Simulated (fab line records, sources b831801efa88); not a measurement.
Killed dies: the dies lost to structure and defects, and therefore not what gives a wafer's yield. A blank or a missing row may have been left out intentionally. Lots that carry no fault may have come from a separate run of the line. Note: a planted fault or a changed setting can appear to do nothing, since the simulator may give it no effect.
Code-filled problem report in 8D (eight disciplines) form + flow gf180mcu + the parts of the form that need people (team, actions taken, sign-off) are left out

== 1. PROBLEM STATEMENT ==
Mean MVSD_TW at GF_MVSD_TW_MEAS_11: 1266 over 6 wafers in 2 lots; fault-free wafers: 1572, standard deviation 13. Relative to the usual mean, that is a shift of -24 standard deviations.
Seen first at day 6 11:39 on film_metro-01, wafer L446.1. The record holds 39 wafers of 13 lots with a number at this step. Rule for "out", or "out of limits": more than 4 standard deviations from the usual mean. Any other wafer with a number is counted as sound.

== 2. WHAT IT IS, WHAT IT ISN'T ==
| question                    | is                           | is not                                                                                       |
|-----------------------------|------------------------------|----------------------------------------------------------------------------------------------|
| which readings at this step | MVSD_TW                      | -                                                                                            |
| which lots                  | L446, L448                   | L438, L439, L440, L441, L442, L443, L455, L456, L457, L458, L459                             |
| which wafers of those lots  | all that have a number       | -                                                                                            |
| read on which gauges        | film_metro-01, film_metro-04 | film_metro-03                                                                                |
| when                        | from day 6 11:39             | up to then (18 sound wafers); but 15 sound wafers of L455, L456, L457, L458, L459 came after |

== 3. WHAT RULES OUT EACH SUSPECT ==
Counting: a tool stays on the suspect list if, at a process step up to the reading, it processed all lots that are out and no sound lot following the first of them.
- ruled out: the gauge at GF_MVSD_TW_MEAS_11. 2 gauges (film_metro-01, film_metro-04) read the wafers that are out.
- implanter-01 at GF_MVSD_IMPLANT_08: kept. It processed each lot that is out, first L446 at day 6 11:15, and no sound lot thereafter; up to then, the last sound lot it processed was L442 at day 5 11:36. Its own dose_ions_cm2, faraday_current_uA readings are out on those wafers.
The count leaves implanter-01 at GF_MVSD_IMPLANT_08.

== 4. THE CAUSE (what the simulator had put in) ==
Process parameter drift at GF_MVSD_IMPLANT_08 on implanter-01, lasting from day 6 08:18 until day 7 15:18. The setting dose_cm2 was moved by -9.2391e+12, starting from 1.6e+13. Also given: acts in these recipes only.
Counting left only this tool.

== 5. THE EFFECT CHAIN, in route order ==
Each row: a reading whose mean over the struck wafers that have a number lies more than 3 standard deviations from the usual. Scope: only readings with a usual standard deviation given in the record; hours: median across lots of the time from each lot's start at the first step in this table that gives one to its start at this step; sigmas: change in usual standard deviations.
| hours | step                     | reading            | usual        | on struck wafers | change      | sigmas      |
|-------|--------------------------|--------------------|--------------|------------------|-------------|-------------|
| 0     | GF_MVSD_IMPLANT_08       | dose_ions_cm2      | 1.6001e+13   | 6.7673e+12       | -9.2337e+12 | -99 or more |
| 0     | GF_MVSD_IMPLANT_08       | faraday_current_uA | 90.2         | 38.6             | -51.6       | -29         |
| 0     | GF_MVSD_TW_MEAS_11       | MVSD_TW            | 1572         | 1266             | -306        | -24         |
| 82    | GF_VT_IMPLANT_RS_MEAS_46 | MVSD_RS            | 456.8 ohm/sq | 698.0            | +241.2      | +99 or more |
The process steps in it:
- GF_MVSD_IMPLANT_08
Later measuring or inspecting steps at which every struck wafer that the step has a row for has a number for every such reading, and none has moved that far: GF_SALICIDE_THK_MEAS_05, GF_CONTACT_THK_MEAS_03.

== 6. WHAT WOULD HAVE CAUGHT IT SOONER ==
In this record the first reading out of limits at a measuring or inspecting step was taken at day 6 11:39, 3 hours after the fault began at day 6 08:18.
Tool's own readings at GF_MVSD_IMPLANT_08, dose_ions_cm2, faraday_current_uA: out on all struck wafers the step has rows for; an alarm limit on them would have tripped on the first.
Lots out: 2; of these, L448 started GF_MVSD_IMPLANT_08 on implanter-01 after day 6 11:39. It would have been spared by a hold on the tool at that moment.
